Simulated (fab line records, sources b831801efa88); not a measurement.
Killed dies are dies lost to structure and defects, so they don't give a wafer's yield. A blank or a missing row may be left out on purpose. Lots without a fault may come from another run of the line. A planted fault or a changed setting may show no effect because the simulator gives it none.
Chamber matching | flow gf180mcu | GF_V5_CMP_04 on cmp-01: 4 sister chambers
The step polishes SiO2. 24 wafers are shown with their chamber, then 12 later ones without.

WAFERS WITH THEIR CHAMBER
wafer  | chamber | motor_current_A (A)
L075.3 | 0       | 12.4
L075.5 | 0       | 12.3
L075.6 | 1       | 12.9
L076.2 | 1       | 12.6
L076.3 | 3       | 11.5
L076.4 | 0       | 12.5
L077.3 | 0       | 12.1
L077.4 | 1       | 12.3
L077.6 | 3       | 11.3
L079.1 | 2       | 12.8
L079.3 | 1       | 13.0
L079.4 | 3       | 12.2
L080.1 | 0       | 11.8
L080.2 | 1       | 12.7
L080.3 | 2       | 13.2
L081.1 | 3       | 11.5
L081.3 | 0       | 12.0
L081.4 | 2       | 13.8
L084.2 | 3       | 11.4
L084.4 | 2       | 13.7
L084.5 | 0       | 12.1
L088.2 | 0       | 11.7
L088.3 | 1       | 12.9
L088.6 | 2       | 13.6

SIGNATURES (means of the wafers above)
reading         | chamber 0 | chamber 1 | chamber 2 | chamber 3 | scatter within a chamber
motor_current_A | 12.113    | 12.733    | 13.420    | 11.580    | 0.322
Rule: a wafer's distance from a chamber is the root of the sum, over the readings, of the square of ((its reading less the chamber's mean) divided by the reading's scatter). The wafer belongs to the nearest chamber; if the next one is less than 2 further off, it can't be placed. The scatter: the root of (the sum of the squares of (reading less its chamber's mean) over the shown wafers, divided by (wafers less chambers)).

WAFERS WITHOUT THEIR CHAMBER
wafer  | motor_current_A (A)
L089.2 | 11.9
L089.3 | 11.7
L089.6 | 12.1
L091.1 | 14.1
L091.2 | 13.0
L091.3 | 11.6
L092.1 | 13.1
L092.3 | 12.1
L092.4 | 14.1
L096.1 | 13.8
L096.2 | 12.7
L096.4 | 12.0

WHICH CHAMBER EACH WENT THROUGH
wafer  | from the rows above          | in truth
L089.2 | can't be placed: 0 or 3 or 1 | 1
L089.3 | can't be placed: 3 or 0      | 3
L089.6 | can't be placed: 0 or 3 or 1 | 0
L091.1 | 2                            | 2
L091.2 | can't be placed: 1 or 2 or 0 | 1
L091.3 | can't be placed: 3 or 0      | 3
L092.1 | can't be placed: 2 or 1      | 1
L092.3 | can't be placed: 0 or 3 or 1 | 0
L092.4 | 2                            | 2
L096.1 | 2                            | 2
L096.2 | can't be placed: 1 or 0      | 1
L096.4 | can't be placed: 0 or 3 or 1 | 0
Placed correctly: 3 of 12. Can't be placed from these rows: 9 (the true chamber is among the candidates in 9). Placed wrongly: 0.
